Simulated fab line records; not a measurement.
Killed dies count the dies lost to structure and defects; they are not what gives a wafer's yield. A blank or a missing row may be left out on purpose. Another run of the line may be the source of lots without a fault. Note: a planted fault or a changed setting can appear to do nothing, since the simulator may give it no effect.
Code-filled problem report in 8D (eight disciplines) form    flow gf180mcu    the parts of the form that need people (team, actions taken, sign-off) are left out

1. THE ISSUE
Mean VT_IMPLANT_4_TW at GF_VT_IMPLANT_TW_MEAS_43: 775 over 6 wafers in 2 lots; fault-free wafers: 690, standard deviation 5.7. Relative to the usual mean, that is a shift of +15 standard deviations.
The first sign was on wafer L220.1 at day 10 21:01, on film-metro-03. The record holds 36 wafers of 12 lots with a number at this step. Rule for "out", or "out of limits": more than 4 standard deviations from the usual mean. The rest of the wafers with a number are treated as sound.

2. WHAT IT IS, WHAT IT ISN'T
question                     is                      is not
which readings at this step  VT_IMPLANT_4_TW         -
which lots                   L220, L224              L213, L214, L215, L216, L217, L218, L219, L228, L230, L231
which wafers of those lots   all that have a number  -
read on which gauges         film-metro-03           film-metro-01, film-metro-02
when                         from day 10 21:01       up to then (21 sound wafers); but 9 sound wafers of L228, L230, L231 came after

3. SUSPECTS, AND WHAT RULES EACH OUT
Counting: a tool at a process step up to the reading stays a suspect if it ran every lot that is out and no sound lot after the first of them.
- the gauge at GF_VT_IMPLANT_TW_MEAS_43 is ruled out. All the wafers that are out were read on film-metro-03, but those of them that GF_VT_IMPLANT_IMPLANT_41 has rows for are out there too, on other tools.
- implanter-02 at GF_VT_IMPLANT_IMPLANT_41: kept. It processed each lot that is out, first L220 at day 10 20:46, and no sound lot thereafter; up to then, the last sound lot it processed was L219 at day 10 17:52. On those wafers its own readings are out: dose-ions-cm2, faraday-current-uA.
- plasma-asher-02 at GF_VT_IMPLANT_STRIP_42 (strips in O2/N2): ruled out as a lasting fault. After its first lot that is out, L220 (day 10 20:55), sound lots L230 ran on it.
The count leaves implanter-02 at GF_VT_IMPLANT_IMPLANT_41.

4. THE CAUSE (what the simulator had put in)
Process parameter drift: implanter-02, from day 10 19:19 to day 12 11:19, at GF_VT_IMPLANT_IMPLANT_41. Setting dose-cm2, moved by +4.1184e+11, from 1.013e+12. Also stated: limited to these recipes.
Only this tool survived the counting.

5. THE CHAIN OF EFFECTS, in route order
Each row: a reading where the mean over the struck wafers with a number is more than 3 standard deviations away from the usual. Scope: only readings with a usual standard deviation given in the record; hours: median across lots of the time from each lot's start at the first step in this table that gives one to its start at this step; sigmas: change in usual standard deviations.
hours  step                      reading             usual       on struck wafers  change       sigmas
0      GF_VT_IMPLANT_IMPLANT_41  dose-ions-cm2       1.0131e+12  1.4248e+12        +4.1173e+11  +99 or more
0      GF_VT_IMPLANT_IMPLANT_41  faraday-current-uA  5.71        7.99              +2.28        +21
0      GF_VT_IMPLANT_TW_MEAS_43  VT_IMPLANT_4_TW     690         775               +85          +15
It contains these process steps:
- GF_VT_IMPLANT_IMPLANT_41

6. WHAT WOULD HAVE CAUGHT IT SOONER
Counted from the fault's start at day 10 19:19, it took 2 hours until the first out-of-limits reading at a measuring or inspecting step in this record, taken at day 10 21:01.
Tool's own readings at GF_VT_IMPLANT_IMPLANT_41, dose-ions-cm2, faraday-current-uA: out on all struck wafers the step has rows for; an alarm limit on them would have tripped on the first.
Among the 2 lots that are out, L224 began GF_VT_IMPLANT_IMPLANT_41 on implanter-02 after day 10 21:01. A tool hold placed at that time would have kept it from harm.
